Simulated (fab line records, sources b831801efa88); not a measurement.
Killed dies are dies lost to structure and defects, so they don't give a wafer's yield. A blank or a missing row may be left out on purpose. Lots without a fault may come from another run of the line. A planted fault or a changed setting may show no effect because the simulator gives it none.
fab line records | flow gf180mcu
record lots=6 wafers=18 last_day=33
route steps=602 shown STI@26 DNWELL@32 NWELL@42
lots that met no fault: from a run of the same line without faults
start_h: hours from the record's first day to the start of the lot's first wafer shown | wait_h: hours since the lot's step before | " the same as in the row above | L1.1+2: a row that stands for several wafers | - no value, or no start given | * or withheld: withheld | < > ~ a bound
route shown NAME@n: a module of which the file shows steps, and the number in the route of the first | usual: mean/standard deviation of fault-free wafers | same: alike in all rows | chamber/n: place in a boat | sites: the reading at each site | _std_site: their standard deviation | _edge_site: outer sites' mean less inner sites' | radius_mm: how far each site lies from the wafer's centre | mask NAME#n: copy n | behind: the tool/chamber that last shaped the wafer | hold: why the lot was held/for how many hours/how that ended | device: the transistor (n, p or np) that didn't switch | end of line: the same wafers' tests at the end of the route | a step without rows: its recipe alone | killed: dies lost to structure and defects at the first sort, not the wafer's yield | map: a wafer's dies, x killed, . not, _ none there
set.NAME: the setting as run; set.NAME@STEP: as run at that earlier step | model.NAME: the simulator's own value behind a step, which no gauge read
lots at some steps of the route; a table a step, a row a wafer
services: from which hour (start_h, from the record's first day; less than 0 if before it) a tool's chamber was out of use, for how many hours, and why
## steps
# step GF_STI_CMP_25
# recipe stop_on=Si3N4 t_overpolish_s=33 down_force_psi=4 platen_rpm=60 target_thk_nm=524.6 pad_velocity_m_s=0.94248
# usual motor_current_A=12.7/1 overpolish_run_s=32.999/0.0087 time_to_endpoint_s=128/4.9
# columns lot.wafer tool chamber start_h wait_h motor_current_A overpolish_run_s time_to_endpoint_s
L493.4 cmp-01 0 39.26 0.0 11.9 32.994 125
L493.3 " 3 " " 14.7 33.007 128
L493.6 " 1 " " 12.2 33.000 119
L494.4 cmp-01 2 43.07 0.2 11.2 33.003 126
L494.5 " 3 " " 14.7 32.986 124
L494.6 " 0 " " 11.6 33.009 124
L505.3 cmp-01 2 100.63 0.0 12.2 32.989 129
L505.1 " 0 " " 12.2 32.987 128
L505.6 " 2 " " 12.1 32.986 131
L506.4 cmp-02 3 106.23 0.0 13.8 32.990 130
L506.2 " 1 " " 12.9 33.008 133
L506.6 " 3 " " 13.7 33.010 129
L508.1 cmp-01 1 117.90 0.1 12.2 33.003 126
L508.2 " 2 " " 12.2 32.979 130
L508.4 " 3 " " 14.3 32.994 130
L509.3 cmp-02 3 122.65 0.0 14.3 32.984 134
L509.5 " 3 " " 14.2 32.992 141
L509.6 " 0 " " 12.6 33.005 133
# step GF_STI_WET_ETCH_26
# recipe chemistry=dHF target_depth_nm=94 target=SiO2 temp_c=25 dilution=10:1 time_s=188
# step GF_STI_WET_ETCH_27
# recipe chemistry=H3PO4 target_depth_nm=160 target=Si3N4 temp_c=160 time_s=1825
# step GF_STI_WET_ETCH_28
# recipe chemistry=dHF target_depth_nm=20 dry=ipa_marangoni target=SiO2 temp_c=25 dilution=10:1 time_s=40
# step GF_STI_OXIDATION_29
# recipe temp_c=900 ambient=O2 stabilise_s=600 purge_s=300 target_thk_a=100 ox_time_s=1418
# step GF_STI_THK_MEAS_30
# recipe reads=SiO2_of_STI_OXIDATION_29
# usual STI_OXIDATION_02_THK=9.94/0.19
# columns lot.wafer tool chamber start_h wait_h STI_OXIDATION_02_THK[nm]
L493.3 film_metro-03 - 41.62 0.0 10.23
L493.4 " - " " 10.30
L493.6 " - " " 10.25
L494.4 film_metro-02 - 45.63 0.0 9.99
L494.5 " - " " 9.84
L494.6 " - " " 9.98
L505.1 film_metro-01 - 103.28 0.0 9.65
L505.3 " - " " 9.75
L505.6 " - " " 9.69
L506.2 film_metro-03 - 108.99 0.0 10.27
L506.4 " - " " 10.16
L506.6 " - " " 10.29
L508.1 film_metro-01 - 120.24 0.0 9.84
L508.2 " - " " 9.93
L508.4 " - " " 10.03
L509.3 film_metro-03 - 125.74 0.0 9.54
L509.5 " - " " 9.50
L509.6 " - " " 9.74
# step GF_DNWELL_DEHYDRATE_00
# recipe temp_c=200 time_s=60
# step GF_DNWELL_HMDS_01
# recipe prime_time_s=60 prime_temp_c=120
# step GF_DNWELL_COAT_02
# recipe spin_rpm=2000 resist_thk_nm=3000
# step GF_DNWELL_SOFTBAKE_03
# recipe temp_c=110 time_s=withheld
# step GF_DNWELL_EXPOSE_04
# recipe mask_id=DNWELL target_cd_nm=1700 na=0.6 source_shape=conventional sigma_outer=0.6 dose_mj=260
# step GF_DNWELL_PEB_05
# recipe temp_c=115 time_s=withheld
# step GF_DNWELL_DEVELOP_06
# recipe wall_angle_deg=90 develop_time_s=60 dev_temp_c=23
# usual chill_plate_temp_C=23.01/0.11 develop_time_s=60/0
# columns lot.wafer tool chamber start_h wait_h chill_plate_temp_C develop_time_s
L493.3 litho_track-01 - 53 - - -
L493.4 " - " " - -
L493.6 " - " " - -
L494.4 litho_track-03 - 58 - - -
L494.5 " - " " - -
L494.6 " - " " - -
L505.1 litho_track-03 0 117 - 22.92 60
L505.3 " 0 " " 23.03 60
L505.6 " 0 " " 23.02 60
L506.2 litho_track-03 0 123 - 23.03 60
L506.4 " 0 " " 22.95 60
L506.6 " 0 " " 22.78 60
L508.1 litho_track-03 0 134 - 23.02 60
L508.2 " 0 " " 23.02 60
L508.4 " 0 " " 22.95 60
L509.3 litho_track-01 0 140 - 22.98 60
L509.5 " 0 " " 23.11 60
L509.6 " 0 " " 23.10 60
# step GF_DNWELL_IMPLANT_07
# recipe species=P energy_kev=1500 dose_cm2=1e+13 tilt_deg=0
# step GF_DNWELL_STRIP_08
# recipe chemistry=O2/N2 power_w=1400 pressure_mtorr=1500 platen_temp_c=250 o2_flow_sccm=3000 n2_flow_sccm=300 overash_fraction=0.5
# usual drypump_motor_current_A=5.5/0.55 heater_power_w=321/15 n2_flow_sccm=300.1/0.86 oes_product_au=0.723/0.0045 strip_time_to_endpoint_s=36.96/0.13
# columns lot.wafer tool chamber start_h wait_h drypump_motor_current_A heater_power_w n2_flow_sccm oes_product_au rf_hours_counter_h strip_time_to_endpoint_s
L493.3 plasma_asher-02 0 53.89 0.1 6.3 303 299.7 0.718 - 36.95
L493.4 " 1 " " 5.9 323 299.2 0.726 - 37.15
L493.6 " 0 " " 6.3 298 299.5 0.719 - 37.07
L494.4 plasma_asher-01 1 58.38 0.1 5.6 315 300.1 0.719 - 36.78
L494.5 " 1 " " 5.5 306 299.7 0.727 - 36.73
L494.6 " 0 " " 4.7 346 298.7 0.724 - 36.78
L505.1 plasma_asher-02 0 118.00 0.1 6.3 299 299.1 0.720 49 36.77
L505.3 " 0 " " 6.3 302 299.9 0.733 - 36.69
L505.6 " 0 " " 6.3 298 299.1 0.720 - 36.81
L506.2 plasma_asher-04 1 123.50 0.1 5.3 306 301.6 0.726 58 37.19
L506.4 " 1 " " 5.3 318 300.8 0.716 - 37.09
L506.6 " 1 " " 5.3 309 299.7 0.714 - 37.15
L508.1 plasma_asher-01 1 134.65 0.1 5.5 306 299.2 0.723 24 36.99
L508.2 " 0 " " 4.7 343 299.4 0.727 24 36.96
L508.4 " 0 " " 4.7 344 299.5 0.722 - 37.01
L509.3 plasma_asher-02 1 141.14 0.1 5.9 326 299.0 0.732 - 36.84
L509.5 " 1 " " 6.0 324 299.9 0.724 - 36.88
L509.6 " 0 " " 6.3 302 301.8 0.721 - 36.97
# step GF_DNWELL_TW_MEAS_09
# usual DNWELL_TW=1343/16
# columns lot.wafer tool chamber start_h wait_h DNWELL_TW
L493.3 film_metro-01 - 53.98 0.1 30
L493.4 " - " " 30
L493.6 " - " " 30
L494.4 film_metro-03 - 58.48 0.1 31
L494.5 " - " " 31
L494.6 " - " " 31
L505.1 film_metro-04 - 118.10 0.1 1332
L505.3 " - " " 1333
L505.6 " - " " 1331
L506.2 film_metro-01 - 123.61 0.1 1311
L506.4 " - " " 1315
L506.6 " - " " 1315
L508.1 film_metro-04 - 134.75 0.1 1336
L508.2 " - " " 1341
L508.4 " - " " 1339
L509.3 film_metro-01 - 141.22 0.1 1334
L509.5 " - " " 1318
L509.6 " - " " 1325
# step GF_NWELL_DEHYDRATE_00
# recipe temp_c=200 time_s=60
## services
# columns tool chamber start_h hours kind
plasma_asher-04 - 24.76 0.9 repair
cmp-01 - 54.16 3.9 pm
cmp-01 - 64.20 4.0 pm
cmp-01 - 68.20 - consumable_replace:conditioner
cmp-01 - 68.20 - consumable_replace:pad
cmp-02 - 75.91 1.3 repair
cmp-01 - 84.88 13.6 pm
plasma_asher-04 - 98.61 2.8 pm
cmp-02 - 106.57 1.3 repair
cmp-02 - 128.82 7.8 pm
## key
first_sign step=GF_DNWELL_DEVELOP_06 reading=tool_record direction=missing
effect step=GF_DNWELL_TW_MEAS_09 reading=DNWELL_TW direction=down sigmas=80 usual=1343 struck=31
met_at GF_DNWELL_DEVELOP_06
struck_wafers L493.3,L493.4,L493.6,L494.4,L494.5,L494.6
sort_left_out L493.3,L493.4,L493.6,L494.4,L494.5,L494.6
tester_left_out L493,L494
fault kind=skipped_step_whole tool=litho_track-01,litho_track-03 chamber=- onset_h=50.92 steps=GF_DNWELL_DEVELOP_06 scope=struck_lots_only
# tester_left_out: of these lots the tester's yield and bins aren't shown, on N5 and GAA mostly nor the transistor test; their killed dies are dies lost to structure and defects alone, not to doping, threshold or leakage, so they don't give the yield
# sort_left_out: the simulated sort isn't trusted on such a fault, so these wafers' sort isn't shown, and their yield isn't known
